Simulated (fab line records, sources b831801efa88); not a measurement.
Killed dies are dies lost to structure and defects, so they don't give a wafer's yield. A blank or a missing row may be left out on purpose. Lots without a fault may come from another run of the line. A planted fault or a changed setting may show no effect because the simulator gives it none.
Problem report in the 8D (eight disciplines) form, filled by code | flow gf180mcu | the parts of the form that need people (team, actions taken, sign-off) are left out

1. THE PROBLEM
HV_LDD_03_OVL at GF_HV_LDD_OVL_MEAS_47 reads a mean of 177.3 nm on 9 wafers of 3 lots; wafers without a fault read -0.3 nm with a standard deviation of 1.3. That is +99 or more standard deviations from the usual mean.
First seen on wafer L145.2, day 17 16:13, on overlay-01. The record holds 39 wafers of 13 lots with a number at this step. Rule for "out", or "out of limits": more than 4 standard deviations from the usual mean. The other wafers with a number count as sound.

2. WHAT IT IS AND WHAT IT IS NOT
question                    | is                     | is not
which readings at this step | HV_LDD_03_OVL          | -
which lots                  | L145, L146, L147       | L129, L130, L131, L132, L135, L136, L137, L138, L141, L148
which wafers of those lots  | all that have a number | -
read on which gauges        | overlay-01, overlay-02 | -
when                        | from day 17 16:13      | up to then (27 sound wafers); but 3 sound wafers of L148 came after

3. SUSPECTS, AND WHAT RULES EACH OUT
Counting: a tool at a process step up to the reading stays a suspect if it ran every lot that is out and no sound lot after the first of them.
- the gauge at GF_HV_LDD_OVL_MEAS_47: ruled out. The wafers that are out were read on 2 gauges (overlay-01, overlay-02).
- iline_stepper-02 at GF_HV_LDD_EXPOSE_43 (exposes mask Pplus HV AREA, target cd 400 nm): kept. It ran every lot that is out, first L145 (day 17 04:41), and no sound lot after that; its last sound lot up to then is L136 (day 14 11:14).
Left after counting: iline_stepper-02 at GF_HV_LDD_EXPOSE_43.

4. THE CAUSE (what the simulator had put in)
Scanner matching overlay: iline_stepper-02, from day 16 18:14 on, at GF_HV_LDD_EXPOSE_43. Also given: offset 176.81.
Counting left only this tool.

5. THE CHAIN OF EFFECTS, in route order
Each row: a reading whose mean over the struck wafers that have a number lies more than 3 standard deviations from the usual. Only readings for which the record gives a usual standard deviation are gone through. hours: the time from each lot's start at the first step in this table that gives one to its start at this step, as a median over the lots. sigmas: the change in usual standard deviations.
hours | step                  | reading       | usual   | on struck wafers | change | sigmas
0     | GF_HV_LDD_OVL_MEAS_47 | HV_LDD_03_OVL | -0.3 nm | 177.3            | +177.6 | +99 or more
Later measuring or inspecting steps at which every struck wafer that the step has a row for has a number for every such reading, and none has moved that far: GF_HV_LDD_THK_MEAS_57, GF_NSD_TW_MEAS_12.

6. WHAT WOULD HAVE CAUGHT IT SOONER
In this record the first reading out of limits at a measuring or inspecting step was taken at day 17 16:13, 22 hours after the fault began at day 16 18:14.
Of the tool readings at GF_HV_LDD_EXPOSE_43 for which the record gives a usual standard deviation, none was out on any struck wafer, so an alarm limit of 4 standard deviations on them would not have fired.
Of the lots that are out (3), L147 began GF_HV_LDD_EXPOSE_43 on iline_stepper-02 after day 17 16:13. A hold on the tool at that time would have spared it.
